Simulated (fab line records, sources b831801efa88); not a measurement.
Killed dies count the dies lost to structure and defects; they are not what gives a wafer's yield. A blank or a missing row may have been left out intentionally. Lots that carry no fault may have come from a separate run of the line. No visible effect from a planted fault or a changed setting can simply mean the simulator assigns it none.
Which tool did it? / flow sky130 / 36 wafers from 12 lots sampled at 4 of the route's 708 steps

== WHAT EACH GAUGE READ, for each wafer ==
SKY_VIA4_OVL_MEAS_11.
lot=L878; measured=day 42 21:27; on=overlay-02; VIA4_OVL (nm)=-1.5 -1.8 -2.9
lot=L879; measured=day 43 10:34; on=overlay-02; VIA4_OVL (nm)=1.6 0.5 0.4
lot=L881; measured=day 43 19:32; on=overlay-02; VIA4_OVL (nm)=-0.9 -0.2 -2.1
lot=L883; measured=day 44 11:50; on=overlay-02; VIA4_OVL (nm)=-0.9 -1.7 -1.9
lot=L882; measured=day 44 15:14; on=overlay-01; VIA4_OVL (nm)=0.0 0.5 0.7
lot=L884; measured=day 45 08:04; on=overlay-01; VIA4_OVL (nm)=0.2 0.2 0.7
lot=L885; measured=day 45 09:47; on=overlay-01; VIA4_OVL (nm)=1.6 0.4 -0.8
lot=L886; measured=day 45 11:01; on=overlay-02; VIA4_OVL (nm)=0.1 1.0 3.0
lot=L895; measured=day 47 14:55; on=overlay-01; VIA4_OVL (nm)=1.9 0.8 1.5
lot=L896; measured=day 47 20:56; on=overlay-02; VIA4_OVL (nm)=-0.2 0.1 -2.6
lot=L899; measured=day 48 06:50; on=overlay-02; VIA4_OVL (nm)=-0.8 -0.4 -1.3
lot=L900; measured=day 48 16:28; on=overlay-02; VIA4_OVL (nm)=1.1 1.8 1.0

== WHAT TOOL EACH LOT RAN ON (gives the tool, then ch and the chambers of the sampled wafers, and finally the start) ==
lot=L878; SKY_VIA3_STRIP_16=plasma_asher-04 ch 0,1, day 39 18:58; SKY_CAP2M_STRIP_15=wet_bench-01 ch 0, day 40 21:44; SKY_METAL4_ETCH_17=rie_diel-04 ch 0,2,3, day 41 21:56
lot=L879; SKY_VIA3_STRIP_16=plasma_asher-01 ch 0,1, day 40 08:25; SKY_CAP2M_STRIP_15=wet_bench-02 ch 2, day 41 10:14; SKY_METAL4_ETCH_17=rie_diel-02 ch 1,2,3, day 42 10:45
lot=L881; SKY_VIA3_STRIP_16=plasma_asher-01 ch 0,1, day 40 18:43; SKY_CAP2M_STRIP_15=wet_bench-02 ch 1, day 41 19:38; SKY_METAL4_ETCH_17=rie_diel-01 ch 1,2, day 42 20:14
lot=L883; SKY_VIA3_STRIP_16=plasma_asher-01 ch 0,1, day 41 11:11; SKY_CAP2M_STRIP_15=wet_bench-02 ch 0, day 42 12:17; SKY_METAL4_ETCH_17=rie_diel-02 ch 0,1,3, day 43 12:20
lot=L882; SKY_VIA3_STRIP_16=plasma_asher-01 ch 0,1, day 41 14:12; SKY_CAP2M_STRIP_15=wet_bench-04 ch 3, day 42 15:37; SKY_METAL4_ETCH_17=rie_diel-04 ch 0,1,2, day 43 15:21
lot=L884; SKY_VIA3_STRIP_16=plasma_asher-04 ch 0,1, day 42 09:54; SKY_CAP2M_STRIP_15=wet_bench-02 ch 0, day 43 09:34; SKY_METAL4_ETCH_17=rie_diel-02 ch 0,3, day 44 08:47
lot=L885; SKY_VIA3_STRIP_16=plasma_asher-03 ch 0,1, day 42 11:07; SKY_CAP2M_STRIP_15=wet_bench-02 ch 2, day 43 11:16; SKY_METAL4_ETCH_17=rie_diel-02 ch 0,2, day 44 10:53
lot=L886; SKY_VIA3_STRIP_16=plasma_asher-04 ch 0,1, day 42 11:57; SKY_CAP2M_STRIP_15=wet_bench-02 ch 0, day 43 12:44; SKY_METAL4_ETCH_17=rie_diel-04 ch 0,1,2, day 44 12:27
lot=L895; SKY_VIA3_STRIP_16=plasma_asher-04 ch 0,1, day 44 22:33; SKY_CAP2M_STRIP_15=wet_bench-04 ch 1, day 45 21:24; SKY_METAL4_ETCH_17=rie_diel-01 ch 1,2, day 46 18:08
lot=L896; SKY_VIA3_STRIP_16=plasma_asher-01 ch 0,1, day 45 04:28; SKY_CAP2M_STRIP_15=wet_bench-04 ch 3, day 46 02:47; SKY_METAL4_ETCH_17=rie_diel-01 ch 1,2,3, day 46 23:31
lot=L899; SKY_VIA3_STRIP_16=plasma_asher-01 ch 0,1, day 45 15:13; SKY_CAP2M_STRIP_15=wet_bench-01 ch 2, day 46 13:08; SKY_METAL4_ETCH_17=rie_diel-02 ch 0,1,3, day 47 09:49
lot=L900; SKY_VIA3_STRIP_16=plasma_asher-03 ch 0,1, day 46 00:33; SKY_CAP2M_STRIP_15=wet_bench-02 ch 3, day 46 23:01; SKY_METAL4_ETCH_17=rie_diel-02 ch 0,2,3, day 47 20:15
- SKY_VIA3_STRIP_16: strips in O2/N2.
- SKY_CAP2M_STRIP_15: strips in post etch residue remover, time 1200 s.
- SKY_METAL4_ETCH_17: etches SiO2 in C4F8/O2/Ar, stops on TiN, time 3.9 s, target depth 15 nm.

== WHAT THE TOOLS THEMSELVES READ (means of the sampled wafers that have a number; where no wafer has one, the mark that the record gives instead) ==
SKY_VIA3_STRIP_16.
lot=L878; tool=plasma_asher-04; chamber_pressure_mTorr (mTorr)=1478.4; drypump_motor_current_A (A)=6.3; oes_product_au (a.u.)=0.405; strip_time_to_endpoint_s (s)=4.13
lot=L879; tool=plasma_asher-01; chamber_pressure_mTorr (mTorr)=1480.0; drypump_motor_current_A (A)=5.5; oes_product_au (a.u.)=0.400; strip_time_to_endpoint_s (s)=4.14
lot=L881; tool=plasma_asher-01; chamber_pressure_mTorr (mTorr)=1478.4; drypump_motor_current_A (A)=6.0; oes_product_au (a.u.)=0.399; strip_time_to_endpoint_s (s)=4.20
lot=L883; tool=plasma_asher-01; chamber_pressure_mTorr (mTorr)=1478.4; drypump_motor_current_A (A)=6.1; oes_product_au (a.u.)=0.405; strip_time_to_endpoint_s (s)=4.14
lot=L882; tool=plasma_asher-01; chamber_pressure_mTorr (mTorr)=1479.1; drypump_motor_current_A (A)=5.5; oes_product_au (a.u.)=0.400; strip_time_to_endpoint_s (s)=4.19
lot=L884; tool=plasma_asher-04; chamber_pressure_mTorr (mTorr)=1479.8; drypump_motor_current_A (A)=6.3; oes_product_au (a.u.)=0.406; strip_time_to_endpoint_s (s)=4.21
lot=L885; tool=plasma_asher-03; chamber_pressure_mTorr (mTorr)=1479.0; drypump_motor_current_A (A)=5.7; oes_product_au (a.u.)=0.404; strip_time_to_endpoint_s (s)=4.15
lot=L886; tool=plasma_asher-04; chamber_pressure_mTorr (mTorr)=1478.4; drypump_motor_current_A (A)=6.3; oes_product_au (a.u.)=0.401; strip_time_to_endpoint_s (s)=4.18
lot=L895; tool=plasma_asher-04; chamber_pressure_mTorr (mTorr)=1478.3; drypump_motor_current_A (A)=6.3; oes_product_au (a.u.)=0.408; strip_time_to_endpoint_s (s)=4.16
lot=L896; tool=plasma_asher-01; chamber_pressure_mTorr (mTorr)=1480.1; drypump_motor_current_A (A)=5.6; oes_product_au (a.u.)=0.404; strip_time_to_endpoint_s (s)=4.15
lot=L899; tool=plasma_asher-01; chamber_pressure_mTorr (mTorr)=1478.6; drypump_motor_current_A (A)=6.0; oes_product_au (a.u.)=0.405; strip_time_to_endpoint_s (s)=4.16
lot=L900; tool=plasma_asher-03; chamber_pressure_mTorr (mTorr)=1478.5; drypump_motor_current_A (A)=5.6; oes_product_au (a.u.)=0.398; strip_time_to_endpoint_s (s)=4.15

SKY_METAL4_ETCH_17.
lot=L878; tool=rie_diel-04; chamber_pressure_mTorr (mTorr)=40.04; oes_product_au (a.u.)=0.749
lot=L879; tool=rie_diel-02; chamber_pressure_mTorr (mTorr)=39.99; oes_product_au (a.u.)=0.752
lot=L881; tool=rie_diel-01; chamber_pressure_mTorr (mTorr)=40.01; oes_product_au (a.u.)=0.748
lot=L883; tool=rie_diel-02; chamber_pressure_mTorr (mTorr)=39.97; oes_product_au (a.u.)=0.741
lot=L882; tool=rie_diel-04; chamber_pressure_mTorr (mTorr)=40.00; oes_product_au (a.u.)=0.739
lot=L884; tool=rie_diel-02; chamber_pressure_mTorr (mTorr)=39.98; oes_product_au (a.u.)=0.754
lot=L885; tool=rie_diel-02; chamber_pressure_mTorr (mTorr)=39.97; oes_product_au (a.u.)=0.741
lot=L886; tool=rie_diel-04; chamber_pressure_mTorr (mTorr)=39.97; oes_product_au (a.u.)=0.745
lot=L895; tool=rie_diel-01; chamber_pressure_mTorr (mTorr)=40.05; oes_product_au (a.u.)=0.750
lot=L896; tool=rie_diel-01; chamber_pressure_mTorr (mTorr)=39.97; oes_product_au (a.u.)=0.743
lot=L899; tool=rie_diel-02; chamber_pressure_mTorr (mTorr)=39.98; oes_product_au (a.u.)=0.744
lot=L900; tool=rie_diel-02; chamber_pressure_mTorr (mTorr)=40.02; oes_product_au (a.u.)=0.746

== THE ANSWER, worked out from the rows above alone ==
Rule: usual is defined by the lots themselves. The widest of any qualifying gaps counts: lots, ordered by their means at a reading, are off when they make up no more than a third of the lots, leave a main group of 4 or more, and stand apart from it by 3 or more times the standard deviation of that group's means. If all means in a main group match to the digits the tables above print for the reading, that group is not used. Also off: a lot with no number at a reading for which 4 or more lots have one. All remaining lots with rows at the step are treated as sound. First the gauges in route order, then the tools' own readings, where a lot's mean is used as printed above. At the first step where some lot is off, the reading lying furthest off is the one used; lots without a number count as furthest.
None of the lots is off at any reading shown; this tells nothing.

== WHAT THE SIMULATOR PUT IN ==
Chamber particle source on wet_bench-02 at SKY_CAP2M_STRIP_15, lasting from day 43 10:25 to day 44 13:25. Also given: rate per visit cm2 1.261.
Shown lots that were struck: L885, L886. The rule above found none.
